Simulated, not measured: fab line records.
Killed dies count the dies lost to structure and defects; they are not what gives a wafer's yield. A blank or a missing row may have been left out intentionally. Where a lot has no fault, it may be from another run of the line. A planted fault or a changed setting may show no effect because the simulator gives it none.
2 desks looking at one fault / flow gf180mcu / every desk sees just its own numbers, and what lay behind them comes last

THE METROLOGY DESK
Means of the sampled wafers that have a number, per lot and without regard to the tool the lot ran on: this is what the gauges read. Any lot whose mean is over 4 standard deviations away from the usual mean is out of limits and marked OUT; that distance is given in the brackets.
Columns: A = cd-nm at GF_V1_CD_MEAS_14, usual 259.9 nm; B = V2_BOW at GF_V2_BOW_MEAS_05, usual 98 um
lot=L321; first seen here=day 19 00:22; A=262.6; B=87
lot=L320; first seen here=day 19 01:51; A=260.8; B=105
lot=L322; first seen here=day 19 10:37; A=260.9; B=95
lot=L323; first seen here=day 19 21:15; A=259.5; B=104
lot=L324; first seen here=day 20 00:06; A=260.4; B=97
lot=L325; first seen here=day 20 06:14; A=258.0; B=104
lot=L326; first seen here=day 20 23:32; A=260.1; B=90
lot=L327; first seen here=day 21 05:11; A=259.5; B=91
lot=L330; first seen here=day 22 07:14; A=260.6; B=101
lot=L336; first seen here=day 24 09:11; A=259.8; B=103
lot=L338; first seen here=day 25 05:04; A=261.8; B=95
lot=L339; first seen here=day 25 09:20; A=262.2; B=93
lot=L342; first seen here=day 26 03:40; A=260.5; B=101
This desk found nothing out of limits on any of the 13 lots.

FOR THE TOOL OWNER'S DESK: cmp-01
The tool's own readings at GF_V2_CMP_04 (polishes SiO2): means of the sampled wafers that have a number, for each lot that ran on this tool. Any lot whose mean is over 4 standard deviations away from the usual mean is out of limits and marked OUT; that distance is given in the brackets.
Columns: A = head-pressure-psi at GF_V2_CMP_04, usual 4.001 psi; B = motor-current-A at GF_V2_CMP_04, usual 11.4 A; C = time-to-endpoint-s at GF_V2_CMP_04, usual 82 s
lot=L321; first seen here=day 20 04:04; A=3.998; B=12.7; C=78
lot=L320; first seen here=day 20 04:40; A=3.998; B=11.5; C=85
lot=L323; first seen here=day 20 23:46; A=4.009; B=12.1; C=80
lot=L327; first seen here=day 22 07:46; A=3.998; B=12.2; C=82
lot=L336; first seen here=day 25 09:48; A=4.003; B=11.7; C=98
lot=L338; first seen here=day 26 04:55; A=4.002; B=11.8; C=90
This desk found nothing out of limits on any of the 6 lots.

TAKEN TOGETHER
Metrology desk: nothing out of limits seen.
The desk of the tool owner found nothing out of limits.

WHAT THE SIMULATOR HAD PUT IN
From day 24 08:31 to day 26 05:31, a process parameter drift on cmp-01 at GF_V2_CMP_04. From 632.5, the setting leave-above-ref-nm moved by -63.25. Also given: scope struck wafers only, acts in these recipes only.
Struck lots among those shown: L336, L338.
